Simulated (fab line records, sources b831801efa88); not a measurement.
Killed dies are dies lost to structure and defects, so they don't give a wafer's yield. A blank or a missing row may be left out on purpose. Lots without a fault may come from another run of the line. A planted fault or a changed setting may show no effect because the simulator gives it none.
fab line records | flow sfq_line
record lots=5 wafers=15 last_day=86
route steps=325 shown M7@285 I7@296
lots that met no fault: from a run of the same line without faults
start_h: hours from the record's first day to the start of the lot's first wafer shown | wait_h: hours since the lot's step before | " the same as in the row above | L1.1+2: a row that stands for several wafers | - no value, or no start given | * or withheld: withheld | < > ~ a bound
route shown NAME@n: a module of which the file shows steps, and the number in the route of the first | usual: mean/standard deviation of fault-free wafers | same: alike in all rows | chamber/n: place in a boat | sites: the reading at each site | _std_site: their standard deviation | _edge_site: outer sites' mean less inner sites' | radius_mm: how far each site lies from the wafer's centre | mask NAME#n: copy n | behind: the tool/chamber that last shaped the wafer | hold: why the lot was held/for how many hours/how that ended | device: the transistor (n, p or np) that didn't switch | end of line: the same wafers' tests at the end of the route | a step without rows: its recipe alone | killed: dies lost to structure and defects at the first sort, not the wafer's yield | map: a wafer's dies, x killed, . not, _ none there
set.NAME: the setting as run; set.NAME@STEP: as run at that earlier step | model.NAME: the simulator's own value behind a step, which no gauge read
lots at some steps of the route; a table a step, a row a wafer
services: from which hour (start_h, from the record's first day; less than 0 if before it) a tool's chamber was out of use, for how many hours, and why
## steps
# step SFQ_TRILAYER_M7_LITHO_COAT_182
# recipe resist=BARC spin_rpm=3000 resist_thk_nm=62
# step SFQ_TRILAYER_M7_LITHO_COAT_177
# recipe resist=KrF spin_rpm=3000 resist_thk_nm=600
# step SFQ_TRILAYER_M7_LITHO_SOFTBAKE_181
# recipe temp_c=withheld time_s=withheld resist=KrF
# step SFQ_TRILAYER_M7_LITHO_EXPOSE_178
# recipe mask_id=M7 na=0.6 source_shape=conventional sigma_outer=0.65 target_cd_nm=500 dose_mj=14.4
# step SFQ_TRILAYER_M7_LITHO_PEB_180
# recipe peb_temp_c=115 peb_time_s=60 resist=KrF
# step SFQ_TRILAYER_M7_LITHO_DEVELOP_179
# recipe time_s=60 resist=KrF
# step SFQ_M7_OVL_MEAS_945
# usual M7_OVL=-4/5.8
# columns lot.wafer tool chamber start_h wait_h M7_OVL[nm]
L846.4 overlay-02 - 1782.17 0.1 -1
L846.5 " - " " -9
L846.6 " - " " -9
L851.1 overlay-02 - 1827.60 0.1 1
L851.4 " - " " 4
L851.5 " - " " 1
L854.2 overlay-02 - 1837.21 0.1 2
L854.4 " - " " -3
L854.6 " - " " 2
L858.1 overlay-01 - 1853.55 0.1 -1
L858.3 " - " " 3
L858.4 " - " " -6
L859.1 overlay-01 - 1961.53 0.1 2
L859.2 " - " " 5
L859.5 " - " " 4
# step SFQ_TRILAYER_M7_BARC_OPEN_METAL_ETCH_229
# recipe mask_material=PR chemistry=O2 target_depth_nm=125 target=BARC icp_w=600 bias_w=80 pressure_mtorr=10 time_s=41.7
# usual drypump_motor_current_A=5.5/0.48 oes_product_au=0.685/0.0046
# columns lot.wafer tool chamber start_h wait_h drypump_motor_current_A oes_product_au rf_hours_counter_h
L846.4 rie_metal-03 1 1782.22 0.0 6.4 0.690 -
L846.5 " 1 " " 6.4 0.690 -
L846.6 " 0 " " 5.1 0.682 -
L851.1 rie_metal-04 0 1827.64 0.0 4.9 0.683 32
L851.4 " 1 " " 5.5 0.692 -
L851.5 " 0 " " 4.9 0.684 -
L854.2 rie_metal-04 0 1837.24 0.0 4.9 0.677 34
L854.4 " 0 " " 4.9 0.689 -
L854.6 " 0 " " 4.9 0.686 -
L858.1 rie_metal-04 1 1853.59 0.0 5.5 0.677 109
L858.3 " 1 " " 5.5 0.685 -
L858.4 " 0 " " 4.9 0.690 -
L859.1 rie_metal-02 0 1961.57 0.0 5.5 0.691 104
L859.2 " 1 " " 5.7 0.685 3
L859.5 " 1 " " 5.7 0.680 -
# step SFQ_TRILAYER_M7_ETCH_METAL_ETCH_180
# recipe target=Nb stop_on=SiO2 mask_material=PR chemistry=Cl2/Ar target_depth_nm=240 icp_w=600 bias_w=80 pressure_mtorr=10 time_s=120
# step SFQ_TRILAYER_M7_STRIP_STRIP_181
# recipe gas=O2 power_w=200 platen_temp_c=40 overash_fraction=0.65 chemistry=O2 pressure_mtorr=50
# usual drypump_motor_current_A=5.5/0.49 oes_product_au=0.999/0.0076
# columns lot.wafer tool chamber start_h wait_h drypump_motor_current_A oes_product_au rf_hours_counter_h
L846.4 rie_metal-03 1 1782.70 0.3 6.4 1.009 -
L846.5 " 1 " " 6.4 1.011 -
L846.6 " 0 " " 5.1 1.001 -
L851.1 rie_metal-04 0 1827.82 0.1 4.9 1.005 32
L851.4 " 1 " " 5.5 1.003 -
L851.5 " 0 " " 4.9 1.006 -
L854.2 rie_metal-04 0 1837.42 0.1 4.9 1.006 34
L854.4 " 0 " " 4.9 1.000 -
L854.6 " 0 " " 4.9 1.001 -
L858.1 rie_metal-04 1 1853.77 0.1 5.4 1.002 109
L858.3 " 1 " " 5.5 1.003 -
L858.4 " 0 " " 4.9 1.003 -
L859.1 rie_metal-02 0 1961.75 0.1 5.4 0.987 104
L859.2 " 1 " " 5.7 1.003 3
L859.5 " 1 " " 5.7 0.994 -
# step SFQ_TRILAYER_M7_STRIP_SOLV_CLEAN_182
# recipe chemistry=NMP temp_c=70 time_s=600
# step SFQ_TRILAYER_I7_DEP_PECVD_183
# recipe material=SiO2 temp_c=150 time_s=111.11 pressure_torr=2.4 rf_w=183.3 precursor=SiH4/N2O target_thk_nm=500
# usual chamber_pressure_Torr=2.400/0.0051 heater_power_outer_w=31/11 heater_power_w=88/19 throttle_valve_pct=24.2/1.4
# columns lot.wafer tool chamber start_h wait_h chamber_pressure_Torr heater_power_outer_w heater_power_w throttle_valve_pct
L846.4 pecvd-02 2 1783.45 0.0 2.401 23 80 25.9
L846.5 " 0 " " 2.398 31 82 26.9
L846.6 " 1 " " 2.403 26 79 23.1
L851.1 pecvd-04 1 1828.60 0.0 2.400 21 78 24.9
L851.4 " 0 " " 2.399 34 97 25.0
L851.5 " 2 " " 2.398 60 146 24.8
L854.2 pecvd-02 2 1838.20 0.0 2.391 19 74 26.0
L854.4 " 0 " " 2.401 27 76 27.2
L854.6 " 1 " " 2.395 29 84 22.9
L858.1 pecvd-02 1 1854.55 0.0 2.400 27 82 22.8
L858.3 " 0 " " 2.396 27 77 27.0
L858.4 " 1 " " 2.404 29 82 23.0
L859.1 pecvd-01 2 1962.70 0.0 2.399 25 74 23.9
L859.2 " 1 " " 2.402 38 97 22.6
L859.5 " 1 " " 2.403 30 86 22.5
# step SFQ_TRILAYER_I7_CMP_CMP_184
# recipe material=SiO2 down_force_psi=3 platen_rpm=60 pad_velocity_m_s=0.94248
# usual motor_current_A=9.7/0.93 retaining_ring_pressure_frac=1.000/0.005 time_to_endpoint_s=218/6.3
# columns lot.wafer tool chamber start_h wait_h motor_current_A retaining_ring_pressure_frac time_to_endpoint_s model.SiO2_of_TRILAYER_I7_DEP_PECVD_183.thk_nm
L846.4 cmp-02 3 1784.99 1.5 11.6 1.001 232 200.7
L846.5 " 0 " " 9.4 1.005 215 200.4
L846.6 " 1 " " 10.0 1.003 221 200.8
L851.1 cmp-02 1 1829.18 0.5 10.1 1.003 209 199.3
L851.4 " 3 1830.18 1.5 11.8 0.998 217 200.4
L851.5 " 0 " " 9.5 1.007 216 200.8
L854.4 cmp-02 0 1840.02 1.7 9.7 1.000 220 198.2
L854.2 " 1 " " 9.8 1.010 175 248.5
L854.6 " 0 1842.02 3.7 9.6 1.003 211 199.1
L858.1 cmp-01 2 1856.34 1.7 9.1 1.003 211 201.1
L858.3 " 0 1857.34 2.7 10.2 0.999 215 201.3
L858.4 " 1 " " 9.6 0.993 221 201.6
L859.2 cmp-01 1 1962.82 0.1 9.1 1.001 210 199.1
L859.1 " 3 1963.82 1.1 8.5 1.000 203 200
L859.5 " 1 1964.82 2.0 9.6 1.004 215 200.5
# step SFQ_I7_BOW_MEAS_946
# recipe mode=bow
# usual I7_BOW=4/11
# columns lot.wafer tool chamber start_h wait_h I7_BOW[um]
L846.4 film_metro-03 - 1786.55 1.1 21
L846.5 " - " " 22
L846.6 " - " " 13
L851.1 film_metro-03 - 1831.68 2.0 -4
L851.4 " - " " -20
L851.5 " - " " -10
L854.2 film_metro-04 - 1842.54 1.5 -15
L854.4 " - " " 7
L854.6 " - " " 5
L858.1 film_metro-01 - 1859.34 2.5 -1
L858.3 " - " " -3
L858.4 " - " " -7
L859.1 film_metro-01 - 1965.82 1.5 -17
L859.2 " - " " 7
L859.5 " - " " -4
# step SFQ_TRILAYER_I7_METRO_MEASURE_185
# usual thk_nm=200.5/1.1
# columns lot.wafer tool chamber start_h wait_h thk_nm
L846.4 film_metro-03 - 1787.21 0.6 200.8
L846.5 " - " " 200.4
L846.6 " - " " 200.9
L851.1 film_metro-03 - 1831.80 0.1 199.3
L851.4 " - " " 200.3
L851.5 " - " " 200.9
L854.2 film_metro-04 - 1842.84 0.3 248.5
L854.4 " - " " 198.1
L854.6 " - " " 199.0
L858.1 film_metro-01 - 1859.46 0.1 201.1
L858.3 " - " " 201.5
L858.4 " - " " 201.6
L859.1 film_metro-01 - 1965.94 0.1 200.0
L859.2 " - " " 199.0
L859.5 " - " " 200.6
# step SFQ_TRILAYER_I7_VIA_LITHO_COAT_192
# recipe resist=BARC spin_rpm=3000 resist_thk_nm=62
# step SFQ_TRILAYER_I7_VIA_LITHO_COAT_187
# recipe resist=KrF spin_rpm=3000 resist_thk_nm=650
# step SFQ_TRILAYER_I7_VIA_LITHO_SOFTBAKE_191
# recipe temp_c=withheld time_s=withheld resist=KrF
# step SFQ_TRILAYER_I7_VIA_LITHO_EXPOSE_188
# recipe mask_id=I7 na=0.6 source_shape=conventional sigma_outer=0.65 target_cd_nm=1000 dose_mj=21.3
# step SFQ_TRILAYER_I7_VIA_LITHO_PEB_190
# recipe peb_temp_c=115 peb_time_s=60 resist=KrF
# step SFQ_TRILAYER_I7_VIA_LITHO_DEVELOP_189
# recipe time_s=60 resist=KrF
# step SFQ_I7_OVL_MEAS_947
# usual I7_OVL=1/5.2
# columns lot.wafer tool chamber start_h wait_h I7_OVL[nm]
L846.4 overlay-01 - 1884.50 0.1 -2
L846.5 " - " " -12
L846.6 " - " " -2
L851.1 overlay-02 - 1942.33 0.1 -9
L851.4 " - " " -2
L851.5 " - " " -4
L854.2 overlay-02 - 1951.94 0.1 2
L854.4 " - " " -8
L854.6 " - " " -3
L858.1 overlay-01 - 1967.71 0.1 -1
L858.3 " - " " 4
L858.4 " - " " -1
L859.1 overlay-01 - 1969.39 0.1 10
L859.2 " - " " 8
L859.5 " - " " 16
# step SFQ_TRILAYER_I7_VIA_BARC_OPEN_VIA_ETCH_260
# recipe mask_material=PR chemistry=O2 target_depth_nm=125 target=BARC source_w=500 bias_w=80 pressure_mtorr=30 time_s=41.7
# usual drypump_motor_current_A=5.9/0.39 oes_product_au=0.684/0.0046
# columns lot.wafer tool chamber start_h wait_h drypump_motor_current_A oes_product_au rf_hours_counter_h
L846.4 rie_diel-04 2 1884.52 0.0 6.2 0.682 13
L846.5 " 2 " " 6.2 0.681 -
L846.6 " 3 " " 6.3 0.680 -
L851.1 rie_diel-01 1 1942.37 0.0 5.1 0.693 6
L851.4 " 3 " " 5.9 0.685 6
L851.5 " 0 " " 5.5 0.684 -
L854.2 rie_diel-01 3 1951.97 0.0 5.9 0.686 6
L854.4 " 2 " " 6.0 0.686 16
L854.6 " 3 " " 5.9 0.685 -
L858.1 rie_diel-01 0 1967.75 0.0 5.5 0.690 18
L858.3 " 3 " " 5.9 0.689 6
L858.4 " 2 " " 5.9 0.680 16
L859.1 rie_diel-04 3 1969.43 0.0 6.2 0.690 15
L859.2 " 1 " " 5.8 0.684 6
L859.5 " 0 " " 6.5 0.688 -
# step SFQ_TRILAYER_I7_VIA_ETCH_VIA_ETCH_190
# recipe target=SiO2 stop_on=Nb mask_material=PR taper_deg=20 chemistry=CHF3 target_depth_nm=260 source_w=500 bias_w=80 pressure_mtorr=30 time_s=withheld
# usual drypump_motor_current_A=5.9/0.39 oes_product_au=0.856/0.0056
# columns lot.wafer tool chamber start_h wait_h drypump_motor_current_A oes_product_au model.I7.feature_depth_nm model.etch.depth_nm
L846.4 rie_diel-04 2 1884.56 0.0 6.1 0.848 200.7 200.7
L846.5 " 2 " " 6.2 0.860 200.4 200.4
L846.6 " 3 " " 6.2 0.852 200.8 200.8
L851.1 rie_diel-01 1 1942.41 0.0 5.1 0.854 199.3 199.3
L851.4 " 3 " " 5.9 0.850 200.4 200.4
L851.5 " 0 " " 5.5 0.848 200.8 200.8
L854.2 rie_diel-01 3 1952.01 0.0 5.9 0.979 248.5 248.5
L854.4 " 2 " " 6.0 0.847 198.2 198.2
L854.6 " 3 " " 5.9 0.853 199.1 199.1
L858.1 rie_diel-01 0 1967.79 0.0 5.5 0.862 201.1 201.1
L858.3 " 3 " " 5.9 0.852 201.3 201.3
L858.4 " 2 " " 6.0 0.856 201.6 201.6
L859.1 rie_diel-04 3 1969.47 0.0 6.3 0.859 200 200
L859.2 " 1 " " 5.7 0.853 199.1 199.1
L859.5 " 0 " " 6.6 0.854 200.5 200.5
# step SFQ_TRILAYER_I7_VIA_STRIP_STRIP_191
# recipe gas=O2 power_w=200 platen_temp_c=40 overash_fraction=0.65 chemistry=O2 pressure_mtorr=50
# usual drypump_motor_current_A=5.30/0.27 oes_product_au=0.999/0.0079
# columns lot.wafer tool chamber start_h wait_h drypump_motor_current_A oes_product_au rf_hours_counter_h
L846.4 rie_metal-04 1 1884.87 - 5.48 0.996 -
L846.5 " 1 " " 5.46 0.996 -
L846.6 " 0 " " 4.89 1.008 -
L851.1 rie_metal-04 0 1942.52 - 4.86 1.005 46
L851.4 " 1 " " 5.44 0.994 -
L851.5 " 0 " " 4.86 1.003 -
L854.2 rie_metal-04 0 1952.12 - 4.92 0.999 48
L854.4 " 0 " " 4.90 1.008 -
L854.6 " 0 " " 4.87 0.996 -
L858.1 rie_metal-04 1 1967.90 - 5.45 0.991 123
L858.3 " 1 " " 5.44 1.005 -
L858.4 " 0 " " 4.88 1.000 -
L859.1 rie_metal-04 0 1969.58 - 4.86 0.997 51
L859.2 " 1 " " 5.46 0.999 123
L859.5 " 1 " " 5.44 0.994 -
## services
# columns tool chamber start_h hours kind
cmp-01 - 1760.06 1.0 repair
rie_diel-04 2 1767.65 9.8 repair
rie_metal-02 - 1767.73 14.6 pm
cmp-01 - 1774.31 4.0 pm
rie_diel-01 0 1785.38 8.0 repair
rie_diel-01 1 1788.18 8.6 repair
film_metro-03 - 1810.93 2.2 pm
rie_metal-02 - 1816.02 0.1 repair
rie_metal-03 - 1817.67 0.1 repair
film_metro-01 - 1819.93 0.6 pm
pecvd-02 0 1831.21 6.1 repair
cmp-01 - 1832.88 4.9 pm
film_metro-01 - 1839.30 2.4 pm
rie_metal-02 - 1847.14 1.4 pm
film_metro-03 - 1850.71 0.7 pm
pecvd-02 - 1860.67 1.6 repair
cmp-02 - 1904.79 3.1 repair
rie_diel-01 1 1927.02 5.6 repair
rie_diel-01 3 1927.50 9.5 repair
cmp-02 - 1934.99 1.2 repair
cmp-02 - 1942.91 4.0 pm
rie_diel-01 3 1943.86 5.8 repair
cmp-02 - 1952.67 7.6 pm
rie_diel-01 1 1959.80 2.1 repair
## key
first_sign step=SFQ_TRILAYER_I7_CMP_CMP_184 reading=time_to_endpoint_s direction=down sigmas=6.7 usual=* struck=*
effect step=SFQ_TRILAYER_I7_METRO_MEASURE_185 reading=thk_nm direction=up sigmas=44 usual=200.5 struck=248.5
effect step=SFQ_TRILAYER_I7_VIA_ETCH_VIA_ETCH_190 reading=oes_product_au direction=up sigmas=22 usual=0.856 struck=0.979
model_effect step=SFQ_TRILAYER_I7_CMP_CMP_184 value=SiO2_of_TRILAYER_I7_DEP_PECVD_183.thk_nm without=198.5 struck=248.5
model_effect step=SFQ_TRILAYER_I7_VIA_ETCH_VIA_ETCH_190 value=I7.feature_depth_nm without=198.5 struck=248.5
met_at SFQ_TRILAYER_I7_CMP_CMP_184
struck_wafers L854.2
onset_between 1829.18 1840.02
fault kind=process_parameter_drift tool=cmp-02 chamber=- onset_h=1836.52 steps=SFQ_TRILAYER_I7_CMP_CMP_184 channel=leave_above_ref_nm offset=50 shape=step end_h=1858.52 scope=struck_wafers_only acts_in=these_recipes_only stated=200
